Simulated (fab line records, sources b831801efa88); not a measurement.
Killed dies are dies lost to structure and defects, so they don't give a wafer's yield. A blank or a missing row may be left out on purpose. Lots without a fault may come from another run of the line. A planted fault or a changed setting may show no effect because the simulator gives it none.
fab line records | flow sky130
record lots=13 wafers=39 last_day=50
route steps=708 shown VT_ADJUST_HVTP@95 VT_ADJUST_LVTN@106 VT_ADJUST_HVTR@141 POLY_GATE@232
lots that met no fault: from a run of the same line without faults
start_h: hours from the record's first day to the start of the lot's first wafer shown | wait_h: hours since the lot's step before | " the same as in the row above | L1.1+2: a row that stands for several wafers | - no value, or no start given | * or withheld: withheld | < > ~ a bound
route shown NAME@n: a module of which the file shows steps, and the number in the route of the first | usual: mean/standard deviation of fault-free wafers | same: alike in all rows | chamber/n: place in a boat | sites: the reading at each site | _std_site: their standard deviation | _edge_site: outer sites' mean less inner sites' | radius_mm: how far each site lies from the wafer's centre | mask NAME#n: copy n | behind: the tool/chamber that last shaped the wafer | hold: why the lot was held/for how many hours/how that ended | device: the transistor (n, p or np) that didn't switch | end of line: the same wafers' tests at the end of the route | a step without rows: its recipe alone | killed: dies lost to structure and defects at the first sort, not the wafer's yield | map: a wafer's dies, x killed, . not, _ none there
set.NAME: the setting as run; set.NAME@STEP: as run at that earlier step | model.NAME: the simulator's own value behind a step, which no gauge read
steps of the route over a sample of lots; a table a step, a row a wafer
services: from which hour (start_h, from the record's first day; less than 0 if before it) a tool's chamber was out of use, for how many hours, and why
## steps
# step SKY_VT_ADJUST_HVTP_STRIP_10
# recipe chemistry=O2/N2 power_w=1400 pressure_mtorr=1500 platen_temp_c=withheld o2_flow_sccm=3000 n2_flow_sccm=300 overash_fraction=0.5
# usual chamber_pressure_mTorr=1500.1/1.3 drypump_motor_current_A=5.8/0.6 oes_product_au=0.715/0.0047 strip_time_to_endpoint_s=14.18/0.04
# same overash_fraction=0.5
# columns lot.wafer tool chamber start_h wait_h chamber_pressure_mTorr drypump_motor_current_A oes_product_au rf_hours_counter_h strip_time_to_endpoint_s
L752.1 plasma_asher-01 1 120.16 0.1 1501.0 5.4 0.718 42 14.17
L752.3 " 0 " " 1498.1 6.3 0.723 - 14.23
L752.5 " 0 " " 1501.6 6.3 0.712 - 14.21
L753.2 plasma_asher-02 1 127.12 0.1 1498.9 5.6 0.717 33 14.19
L753.5 " 0 " " 1500.1 5.0 0.707 - 14.25
L753.6 " 1 " " 1500.2 5.6 0.713 - 14.16
L757.1 plasma_asher-04 1 156.56 0.1 1499.4 6.6 0.723 49 14.14
L757.2 " 0 " " 1502.8 6.4 0.710 49 14.10
L757.4 " 1 " " 1499.1 6.6 0.725 - 14.14
L760.1 plasma_asher-01 1 176.09 0.1 1501.5 5.4 0.710 48 14.12
L760.3 " 1 " " 1500.6 5.4 0.712 - 14.17
L760.4 " 0 " " 1502.2 6.4 0.725 - 14.19
L762.1 plasma_asher-04 1 189.01 0.1 1496.4 6.6 0.907 49 -
L762.2 " 0 " " 1493.3 6.4 0.913 49 -
L762.4 " 1 " " 1499.1 6.6 0.908 - -
L764.1 plasma_asher-01 1 194.36 0.1 1499.9 5.3 0.720 50 14.20
L764.3 " 1 " " 1500.9 5.3 0.721 - 14.16
L764.5 " 0 " " 1497.4 6.3 0.717 - 14.15
L765.1 plasma_asher-02 1 202.69 0.1 1499.1 5.6 0.710 41 14.16
L765.3 " 0 " " 1502.0 5.0 0.716 - 14.14
L765.6 " 0 " " 1501.7 5.0 0.715 - 14.15
L767.2 plasma_asher-02 1 215.47 0.1 1500.5 5.6 0.713 43 14.11
L767.3 " 0 " " 1499.9 5.0 0.714 - 14.17
L767.5 " 0 " " 1501.2 5.0 0.725 - 14.14
L770.2 plasma_asher-02 0 238.11 0.1 1500.2 5.0 0.708 45 14.22
L770.4 " 0 " " 1500.7 5.0 0.716 - 14.24
L770.5 " 1 " " 1499.6 5.6 0.713 - 14.19
L769.3 plasma_asher-01 1 239.17 0.1 1499.1 5.4 0.708 - 14.14
L769.5 " 1 " " 1501.7 5.3 0.716 - 14.16
L769.6 " 0 " " 1499.8 6.4 0.718 - 14.15
L772.1 plasma_asher-01 1 249.22 0.1 1498.3 5.4 0.715 55 14.24
L772.4 " 1 " " 1500.7 5.4 0.719 - 14.15
L772.5 " 0 " " 1501.4 6.3 0.726 - 14.24
L774.1 plasma_asher-04 1 257.21 0.1 1498.5 6.6 0.713 55 14.20
L774.3 " 0 " " 1501.2 6.4 0.715 - 14.25
L774.5 " 0 " " 1499.7 6.4 0.713 - 14.23
L775.1 plasma_asher-04 0 267.94 0.1 1501.8 6.4 0.717 56 14.18
L775.2 " 1 " " 1499.7 6.6 0.711 56 14.14
L775.6 " 0 " " 1501.3 6.4 0.712 - 14.16
# step SKY_VT_ADJUST_LVTN_STRIP_09
# recipe chemistry=O2/N2 power_w=1400 pressure_mtorr=1500 platen_temp_c=withheld o2_flow_sccm=3000 n2_flow_sccm=300 overash_fraction=0.5
# usual chamber_pressure_mTorr=1499.9/1.4 drypump_motor_current_A=5.8/0.59 oes_product_au=0.723/0.0043 strip_time_to_endpoint_s=36.93/0.094
# same overash_fraction=0.5
# columns lot.wafer tool chamber start_h wait_h chamber_pressure_mTorr drypump_motor_current_A oes_product_au rf_hours_counter_h strip_time_to_endpoint_s
L752.1 plasma_asher-04 1 139.07 0.1 1499.0 6.6 0.722 47 37.06
L752.3 " 1 " " 1499.9 6.6 0.719 - 36.97
L752.5 " 1 " " 1499.5 6.6 0.727 - 36.93
L753.2 plasma_asher-02 1 145.91 0.1 1502.0 5.6 0.716 35 37.05
L753.5 " 1 " " 1500.7 5.6 0.718 - 36.92
L753.6 " 0 " " 1500.0 5.0 0.725 - 36.94
L757.1 plasma_asher-02 0 176.66 0.1 1499.9 5.0 0.719 38 37.01
L757.2 " 1 " " 1499.4 5.6 0.728 38 37.12
L757.4 " 0 " " 1500.3 5.0 0.727 - 37.00
L760.1 plasma_asher-04 0 196.91 0.1 1499.5 6.4 0.730 49 36.96
L760.3 " 0 " " 1497.5 6.4 0.718 - 36.98
L760.4 " 1 " " 1498.3 6.6 0.721 - 37.09
L762.1 plasma_asher-02 1 210.65 0.1 1497.9 5.5 0.732 42 48.55
L762.2 " 0 " " 1499.3 4.9 0.735 42 48.59
L762.4 " 0 " " 1502.2 5.0 0.722 - 48.52
L764.1 plasma_asher-03 0 215.86 0.1 1500.4 6.1 0.730 11 36.80
L764.3 " 0 " " 1499.0 6.1 0.719 - 36.87
L764.5 " 0 " " 1500.5 6.0 0.717 - 36.95
L765.1 plasma_asher-02 0 224.90 0.1 1499.9 5.0 0.719 44 36.99
L765.3 " 1 " " 1497.8 5.6 0.717 - 36.94
L765.6 " 0 " " 1496.9 5.0 0.718 - 36.93
L767.2 plasma_asher-04 0 238.12 0.1 1500.0 6.3 0.723 53 36.90
L767.3 " 0 " " 1498.0 6.4 0.731 - 36.97
L767.5 " 1 " " 1499.7 6.6 0.722 - 36.97
L770.2 plasma_asher-02 0 260.82 0.1 1498.1 4.9 0.727 47 37.05
L770.4 " 0 " " 1499.0 4.9 0.726 - 36.89
L770.5 " 0 " " 1497.3 4.9 0.724 - 36.93
L769.3 plasma_asher-04 1 262.15 0.1 1500.6 6.6 0.723 - 36.77
L769.5 " 1 " " 1499.5 6.6 0.721 - 36.95
L769.6 " 0 " " 1501.8 6.4 0.717 - 36.93
L772.1 plasma_asher-03 1 271.46 0.1 1500.5 6.2 0.717 16 36.92
L772.4 " 1 " " 1498.1 6.2 0.720 - 36.87
L772.5 " 0 " " 1498.7 6.0 0.725 - 36.91
L774.1 plasma_asher-02 0 279.81 0.1 1502.9 5.0 0.719 49 36.88
L774.3 " 1 " " 1499.9 5.6 0.723 - 36.89
L774.5 " 0 " " 1502.4 5.0 0.728 - 36.91
L775.1 plasma_asher-03 1 292.32 0.1 1499.5 6.2 0.724 18 36.85
L775.2 " 0 " " 1498.8 6.1 0.721 18 36.80
L775.6 " 0 " " 1500.0 6.0 0.726 - 36.84
# step SKY_VT_ADJUST_LVTN_TW_MEAS_10
# usual VT_ADJUST_LVTN_TW=239.7/1.8
# columns lot.wafer tool chamber start_h wait_h VT_ADJUST_LVTN_TW
L752.1 film_metro-02 - 139.17 0.1 241.4
L752.3 " - " " 241.3
L752.5 " - " " 241.9
L753.2 film_metro-04 - 146.02 0.1 238.6
L753.5 " - " " 237.2
L753.6 " - " " 239.9
L757.1 film_metro-02 - 176.77 0.1 242.2
L757.2 " - " " 241.9
L757.4 " - " " 242.2
L760.1 film_metro-02 - 197.01 0.1 240.9
L760.3 " - " " 241.6
L760.4 " - " " 241.4
L762.1 film_metro-04 - 210.75 0.1 29.5
L762.2 " - " " 29.7
L762.4 " - " " 29.8
L764.1 film_metro-02 - 215.96 0.1 240.7
L764.3 " - " " 240.1
L764.5 " - " " 241.3
L765.1 film_metro-04 - 225.00 0.1 238.5
L765.3 " - " " 239.2
L765.6 " - " " 239.2
L767.2 film_metro-04 - 238.23 0.1 239.0
L767.3 " - " " 239.3
L767.5 " - " " 237.2
L770.2 film_metro-04 - 260.93 0.1 237.9
L770.4 " - " " 239.3
L770.5 " - " " 237.3
L769.3 film_metro-04 - 262.24 0.1 237.6
L769.5 " - " " 238.6
L769.6 " - " " 238.6
L772.1 film_metro-02 - 271.56 0.1 241.9
L772.4 " - " " 242.4
L772.5 " - " " 242.0
L774.1 film_metro-02 - 279.93 0.1 241.5
L774.3 " - " " 241.5
L774.5 " - " " 241.4
L775.1 film_metro-03 - 292.42 0.1 240.1
L775.2 " - " " 238.9
L775.6 " - " " 240.2
# step SKY_VT_ADJUST_LVTN_OVL_MEAS_18
# usual VT_ADJUST_LVTN_01_OVL=0.5/1.3
# columns lot.wafer tool chamber start_h wait_h VT_ADJUST_LVTN_01_OVL[nm]
L752.1 overlay-02 - 157.77 0.1 -0.4
L752.3 " - " " 1.7
L752.5 " - " " -1.5
L753.2 overlay-02 - 164.78 0.1 -0.7
L753.5 " - " " 0.7
L753.6 " - " " 0.0
L757.1 overlay-02 - 197.38 0.1 -1.5
L757.2 " - " " -1.0
L757.4 " - " " -0.3
L760.1 overlay-02 - 219.16 0.1 0.3
L760.3 " - " " -0.4
L760.4 " - " " 1.8
L762.1 overlay-01 - 232.57 0.1 -1.7
L762.2 " - " " -2.2
L762.4 " - " " -0.2
L764.1 overlay-01 - 238.02 0.1 0.7
L764.3 " - " " -0.3
L764.5 " - " " 1.0
L765.1 overlay-01 - 246.66 0.1 1.9
L765.3 " - " " 1.1
L765.6 " - " " 1.7
L767.2 overlay-01 - 260.92 0.1 0.6
L767.3 " - " " 3.3
L767.5 " - " " 1.0
L770.2 overlay-01 - 284.17 0.1 0.9
L770.4 " - " " 0.9
L770.5 " - " " 1.2
L769.3 overlay-02 - 284.78 0.1 1.2
L769.5 " - " " 2.0
L769.6 " - " " 2.6
L772.1 overlay-02 - 295.56 0.1 2.3
L772.4 " - " " 0.3
L772.5 " - " " -0.1
L774.1 overlay-02 - 304.38 0.1 1.2
L774.3 " - " " -0.8
L774.5 " - " " 0.0
L775.1 overlay-02 - 318.08 0.1 0.1
L775.2 " - " " 0.8
L775.6 " - " " 0.2
# step SKY_VT_ADJUST_HVTR_STRIP_10
# recipe chemistry=O2/N2 power_w=1400 pressure_mtorr=1500 platen_temp_c=withheld o2_flow_sccm=3000 n2_flow_sccm=300 overash_fraction=0.5
# usual chamber_pressure_mTorr=1500.2/1.3 drypump_motor_current_A=6.2/0.4 oes_product_au=0.716/0.0045 strip_time_to_endpoint_s=14.20/0.037
# same overash_fraction=0.5
# columns lot.wafer tool chamber start_h wait_h chamber_pressure_mTorr drypump_motor_current_A oes_product_au rf_hours_counter_h strip_time_to_endpoint_s
L752.1 plasma_asher-01 1 199.08 0.1 1500.7 5.4 0.707 50 14.22
L752.3 " 1 " " 1502.8 5.3 0.718 - 14.24
L752.5 " 0 " " 1498.1 6.4 0.711 - 14.26
L753.2 plasma_asher-01 0 207.76 0.1 1500.5 6.3 0.708 51 14.19
L753.5 " 1 " " 1501.6 5.3 0.720 - 14.18
L753.6 " 0 " " 1497.9 6.3 0.718 - 14.18
L757.1 plasma_asher-03 0 242.98 0.1 1500.0 6.0 0.719 13 14.23
L757.2 " 1 " " 1499.6 6.2 0.718 13 14.20
L757.4 " 1 " " 1499.9 6.2 0.714 - 14.25
L760.1 plasma_asher-03 1 263.02 0.1 1501.7 6.2 0.721 15 14.20
L760.3 " 0 " " 1500.2 6.0 0.711 - 14.21
L760.4 " 1 " " 1501.3 6.2 0.722 - 14.24
L762.1 plasma_asher-01 0 278.32 0.1 1500.6 6.4 0.716 58 14.23
L762.2 " 1 " " 1500.6 5.4 0.709 58 14.19
L762.4 " 1 " " 1500.5 5.4 0.714 - 14.19
L764.1 plasma_asher-01 0 284.77 0.1 1499.5 6.3 0.709 59 14.16
L764.3 " 0 " " 1498.5 6.3 0.714 - 14.09
L764.5 " 1 " " 1500.6 5.3 0.715 - 14.12
L765.1 plasma_asher-01 1 292.43 0.1 1499.9 5.4 0.706 60 14.22
L765.3 " 1 " " 1500.4 5.4 0.716 - 14.23
L765.6 " 0 " " 1499.4 6.4 0.715 - 14.27
L767.2 plasma_asher-04 0 310.96 0.1 1501.2 6.4 0.718 61 14.24
L767.3 " 0 " " 1502.4 6.4 0.712 - 14.21
L767.5 " 1 " " 1501.0 6.6 0.713 - 14.26
L770.2 plasma_asher-03 1 336.56 0.1 1500.8 6.2 0.717 22 14.15
L770.4 " 0 " " 1503.3 6.0 0.718 - 14.17
L770.5 " 1 " " 1501.0 6.2 0.714 - 14.15
L769.3 plasma_asher-04 0 338.24 0.1 1501.1 6.4 0.712 - 14.14
L769.5 " 1 " " 1499.6 6.6 0.710 - 14.19
L769.6 " 0 " " 1500.0 6.4 0.719 - 14.16
L772.1 plasma_asher-04 1 348.31 0.1 1502.4 6.6 0.727 64 14.18
L772.4 " 0 " " 1499.4 6.4 0.718 - 14.19
L772.5 " 0 " " 1499.7 6.4 0.716 - 14.23
L774.1 plasma_asher-04 1 358.58 0.1 1499.2 6.6 0.720 65 14.23
L774.3 " 0 " " 1500.5 6.3 0.712 - 14.21
L774.5 " 1 " " 1499.2 6.6 0.715 - 14.23
L775.1 plasma_asher-03 0 372.93 0.1 1499.4 6.0 0.712 26 14.18
L775.2 " 1 " " 1500.9 6.2 0.713 26 14.21
L775.6 " 1 " " 1500.6 6.2 0.714 - 14.20
# step SKY_POLY_GATE_STRIP_18
# recipe chemistry=O2/N2 power_w=1400 pressure_mtorr=1500 platen_temp_c=withheld o2_flow_sccm=3000 n2_flow_sccm=300 overash_fraction=0.5
# usual chamber_pressure_mTorr=1500.0/1.3 drypump_motor_current_A=5.8/0.59 oes_product_au=0.362/0.005 strip_time_to_endpoint_s=3.18/0.04
# same overash_fraction=0.5
# columns lot.wafer tool chamber start_h wait_h chamber_pressure_mTorr drypump_motor_current_A oes_product_au rf_hours_counter_h strip_time_to_endpoint_s
L753.2 plasma_asher-04 1 372.72 0.0 1499.4 6.6 0.366 67 3.14
L753.5 " 0 " " 1497.9 6.4 0.365 - 3.19
L753.6 " 1 " " 1500.2 6.6 0.363 - 3.18
L752.1 plasma_asher-01 0 374.52 0.0 1499.5 6.4 0.350 67 3.21
L752.3 " 0 " " 1501.7 6.3 0.355 - 3.22
L752.5 " 0 " " 1501.3 6.3 0.356 - 3.22
L757.1 plasma_asher-01 1 415.72 0.0 1498.8 5.3 0.366 71 3.12
L757.2 " 0 " " 1499.2 6.3 0.358 71 3.21
L757.4 " 0 " " 1498.9 6.4 0.361 - 3.21
L760.1 plasma_asher-02 0 442.72 0.0 1500.0 4.9 0.367 66 3.18
L760.3 " 0 " " 1499.9 5.0 0.368 - 3.19
L760.4 " 1 " " 1500.5 5.5 0.363 - 3.24
L762.1 plasma_asher-01 1 459.31 0.0 1500.2 5.4 0.361 75 3.17
L762.2 " 0 " " 1501.9 6.3 0.369 75 3.20
L762.4 " 0 " " 1500.2 6.3 0.362 - 3.18
L764.1 plasma_asher-04 1 471.16 0.0 1499.4 6.6 0.362 4 3.11
L764.3 " 0 " " 1499.3 6.4 0.360 - 3.10
L764.5 " 0 " " 1501.7 6.4 0.367 - 3.17
L765.1 plasma_asher-02 1 479.76 0.0 1502.0 5.6 0.365 69 3.18
L765.3 " 0 " " 1500.8 4.9 0.364 - 3.17
L765.6 " 1 " " 1502.0 5.6 0.356 - 3.17
L767.2 plasma_asher-01 1 501.51 0.0 1501.4 5.4 0.366 79 3.16
L767.3 " 0 " " 1500.9 6.3 0.372 - 3.21
L767.5 " 1 " " 1502.6 5.4 0.361 - 3.25
L770.2 plasma_asher-02 1 530.67 0.0 1501.1 5.6 0.365 74 3.19
L770.4 " 0 " " 1500.1 5.0 0.353 - 3.15
L770.5 " 1 " " 1502.3 5.6 0.359 - 3.19
L769.3 plasma_asher-02 0 533.64 0.1 1501.2 5.0 0.363 - 3.19
L769.5 " 1 " " 1500.0 5.6 0.366 - 3.11
L769.6 " 0 " " 1503.5 5.0 0.364 - 3.19
L772.1 plasma_asher-02 1 542.16 0.0 1501.4 5.6 0.360 76 3.18
L772.4 " 1 " " 1498.9 5.6 0.360 - 3.15
L772.5 " 1 " " 1500.8 5.6 0.363 - 3.12
L774.1 plasma_asher-02 1 548.56 0.0 1499.7 5.6 0.360 76 3.22
L774.3 " 0 " " 1499.6 5.0 0.359 - 3.19
L774.5 " 0 " " 1500.6 5.0 0.356 - 3.15
L775.1 plasma_asher-01 1 566.62 0.0 1498.4 5.4 0.365 86 3.21
L775.2 " 0 " " 1499.1 6.3 0.371 86 3.22
L775.6 " 1 " " 1498.8 5.3 0.362 - 3.21
## services
# columns tool chamber start_h hours kind
plasma_asher-03 - 108.75 9.0 pm
plasma_asher-03 0 108.75 9.0 vent_cycle
plasma_asher-03 1 108.75 9.0 vent_cycle
plasma_asher-04 - 142.19 0.4 repair
plasma_asher-04 - 157.71 30.0 pm
plasma_asher-02 - 173.78 0.4 repair
plasma_asher-04 - 208.07 2.9 repair
plasma_asher-01 - 292.88 4.0 repair
plasma_asher-03 - 327.24 2.8 pm
plasma_asher-01 - 335.88 2.8 pm
plasma_asher-01 - 363.35 2.0 repair
plasma_asher-04 - 380.50 4.2 repair
plasma_asher-03 - 416.10 1.1 repair
plasma_asher-03 - 421.02 1.7 repair
plasma_asher-04 - 421.25 9.0 pm
plasma_asher-04 0 421.25 9.0 vent_cycle
plasma_asher-04 1 421.25 9.0 vent_cycle
plasma_asher-04 - 422.93 0.6 repair
plasma_asher-04 0 430.25 - clean
plasma_asher-04 1 430.25 - clean
plasma_asher-04 - 498.72 4.6 repair
plasma_asher-04 - 503.07 0.6 repair
plasma_asher-02 - 519.95 1.2 repair
plasma_asher-03 - 558.74 1.5 repair
## key
first_sign step=SKY_VT_ADJUST_HVTP_STRIP_10 reading=oes_product_au direction=up sigmas=41 usual=0.715 struck=0.909
effect step=SKY_VT_ADJUST_HVTP_STRIP_10 reading=chamber_pressure_mTorr direction=down sigmas=2.9 usual=1500.1 struck=1496.3 wafers_moved=2
effect step=SKY_VT_ADJUST_LVTN_STRIP_09 reading=strip_time_to_endpoint_s direction=up sigmas=99+ usual=* struck=*
effect step=SKY_VT_ADJUST_LVTN_TW_MEAS_10 reading=VT_ADJUST_LVTN_TW direction=down sigmas=99+ usual=239.7 struck=29.6
met_at SKY_VT_ADJUST_HVTP_STRIP_10
struck_lots L762
sort_left_out L762.1,L762.2,L762.4
tester_left_out L762
not_acting_at SKY_VT_ADJUST_LVTN_OVL_MEAS_18,SKY_VT_ADJUST_HVTR_STRIP_10,SKY_POLY_GATE_STRIP_18
onset_between 156.56 189.01
fault kind=strip_aborted tool=plasma_asher-04 chamber=- onset_h=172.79 steps=SKY_VT_ADJUST_HVTP_STRIP_10 offset=0.9131 end_h=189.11
# tester_left_out: of these lots the tester's yield and bins aren't shown, on N5 and GAA mostly nor the transistor test; their killed dies are dies lost to structure and defects alone, not to doping, threshold or leakage, so they don't give the yield
# sort_left_out: the simulated sort isn't trusted on such a fault, so these wafers' sort isn't shown, and their yield isn't known
